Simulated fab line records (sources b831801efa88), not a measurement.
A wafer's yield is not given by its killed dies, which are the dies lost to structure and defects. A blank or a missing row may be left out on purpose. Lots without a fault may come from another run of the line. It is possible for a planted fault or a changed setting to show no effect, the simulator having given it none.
Which tool did it? / flow gf180mcu / 12 lots, 36 wafers sampled, at 5 steps of a route of 602

## WHAT THE GAUGES READ, wafer by wafer
GF_M4_THK_MEAS_06: measures by xrf.
lot=L075; measured=day 22 21:29; on=film metro-01; M4_ALCU_THK (nm)=439 449 444
lot=L077; measured=day 23 14:28; on=film metro-03; M4_ALCU_THK (nm)=440 440 440
lot=L079; measured=day 24 08:49; on=film metro-03; M4_ALCU_THK (nm)=444 448 445
lot=L081; measured=day 25 06:25; on=film metro-01; M4_ALCU_THK (nm)=459 459 453
lot=L083; measured=day 25 17:46; on=film metro-03; M4_ALCU_THK (nm)=441 446 450
lot=L085; measured=day 26 13:03; on=film metro-02; M4_ALCU_THK (nm)=454 456 453
lot=L087; measured=day 26 23:57; on=film metro-02; M4_ALCU_THK (nm)=443 445 447
lot=L089; measured=day 27 14:32; on=film metro-03; M4_ALCU_THK (nm)=452 450 454
lot=L091; measured=day 28 09:32; on=film metro-03; M4_ALCU_THK (nm)=441 442 444
lot=L093; measured=day 28 15:05; on=film metro-03; M4_ALCU_THK (nm)=435 429 429
lot=L095; measured=day 29 10:17; on=film metro-02; M4_ALCU_THK (nm)=438 435 437
lot=L097; measured=day 29 17:47; on=film metro-02; M4_ALCU_THK (nm)=456 443 445

## WHAT TOOL EACH LOT RAN ON (gives the tool, then ch and the chambers of the sampled wafers, and finally the start)
lot=L075; GF_HV_LDD_RTA_52=rtp anneal-01 ch 0, day 12 20:01; GF_M2_SPUTTER_02=pvd sputter-03, day 18 15:11; GF_M3_SPUTTER_04=pvd sputter-02, day 20 19:20; GF_V3_CVD_02=pecvd-04 ch 1,2, day 21 20:10
lot=L077; GF_HV_LDD_RTA_52=rtp anneal-02 ch 0, day 13 08:43; GF_M2_SPUTTER_02=pvd sputter-03, day 19 08:50; GF_M3_SPUTTER_04=pvd sputter-04, day 21 12:47; GF_V3_CVD_02=pecvd-03 ch 1,2, day 22 13:05
lot=L079; GF_HV_LDD_RTA_52=rtp anneal-02 ch 0, day 14 01:24; GF_M2_SPUTTER_02=pvd sputter-03, day 20 05:46; GF_M3_SPUTTER_04=pvd sputter-04, day 22 08:08; GF_V3_CVD_02=pecvd-03 ch 1,2, day 23 08:40
lot=L081; GF_HV_LDD_RTA_52=rtp anneal-01 ch 0, day 14 20:41; GF_M2_SPUTTER_02=pvd sputter-03, day 21 04:42; GF_M3_SPUTTER_04=pvd sputter-02, day 23 06:50; GF_V3_CVD_02=pecvd-04 ch 1,2, day 24 06:41
lot=L083; GF_HV_LDD_RTA_52=rtp anneal-01 ch 0, day 15 10:04; GF_M2_SPUTTER_02=pvd sputter-03, day 21 16:33; GF_M3_SPUTTER_04=pvd sputter-02, day 23 18:08; GF_V3_CVD_02=pecvd-04 ch 0,1,2, day 24 17:02
lot=L085; GF_HV_LDD_RTA_52=rtp anneal-01 ch 0, day 16 08:07; GF_M2_SPUTTER_02=pvd sputter-03, day 22 15:56; GF_M3_SPUTTER_04=pvd sputter-02, day 24 15:26; GF_V3_CVD_02=pecvd-03 ch 0,1,2, day 25 13:39
lot=L087; GF_HV_LDD_RTA_52=rtp anneal-02 ch 0, day 16 17:55; GF_M2_SPUTTER_02=pvd sputter-04, day 23 03:56; GF_M3_SPUTTER_04=pvd sputter-02, day 25 03:18; GF_V3_CVD_02=pecvd-04 ch 0,1,2, day 26 01:32
lot=L089; GF_HV_LDD_RTA_52=rtp anneal-01 ch 0, day 17 10:55; GF_M2_SPUTTER_02=pvd sputter-03, day 23 19:44; GF_M3_SPUTTER_04=pvd sputter-04, day 25 18:37; GF_V3_CVD_02=pecvd-04 ch 0,1,2, day 26 16:02
lot=L091; GF_HV_LDD_RTA_52=rtp anneal-01 ch 0, day 18 09:52; GF_M2_SPUTTER_02=pvd sputter-03, day 24 16:35; GF_M3_SPUTTER_04=pvd sputter-02, day 26 14:20; GF_V3_CVD_02=pecvd-03 ch 1,2, day 27 11:29
lot=L093; GF_HV_LDD_RTA_52=rtp anneal-02 ch 0, day 18 18:20; GF_M2_SPUTTER_02=pvd sputter-01, day 24 22:53; GF_M3_SPUTTER_04=pvd sputter-03, day 26 20:07; GF_V3_CVD_02=pecvd-03 ch 0,1,2, day 27 17:04
lot=L095; GF_HV_LDD_RTA_52=rtp anneal-02 ch 0, day 19 15:58; GF_M2_SPUTTER_02=pvd sputter-01, day 25 19:08; GF_M3_SPUTTER_04=pvd sputter-02, day 27 16:05; GF_V3_CVD_02=pecvd-02 ch 0,1,2, day 28 12:29
lot=L097; GF_HV_LDD_RTA_52=rtp anneal-02 ch 0, day 20 05:13; GF_M2_SPUTTER_02=pvd sputter-03, day 26 04:59; GF_M3_SPUTTER_04=pvd sputter-04, day 27 23:59; GF_V3_CVD_02=pecvd-02 ch 0,1,2, day 28 20:26
- GF_HV_LDD_RTA_52: time 10 s.
- GF_M2_SPUTTER_02: material AlCu, target thk 450 nm, time 23.9 s.
- GF_M3_SPUTTER_04: material TiN, target thk 50 nm, time 41.7 s.
- GF_V3_CVD_02: deposits SiO2 from TEOS, target thk 850 nm, time 94.851 s.

## THE ANSWER, worked out from the rows above alone
Rule: the usual values come from the lots themselves. Put in order of their means at a reading, lots are off if they are a third of the lots or fewer, leave a main group of 4 or more, and stand apart from it by a gap of 3 or more times the standard deviation of the main group's means; of several such gaps the widest counts. A main group is skipped when, at the precision printed for the reading in the tables above, its means are all equal. A lot without any number at a reading at which 4 lots or more have one is off too. The other lots that the step has rows for count as sound.
No lot is off at any reading shown: from this, nothing can be told.

## WHAT THE SIMULATOR HAD PUT IN
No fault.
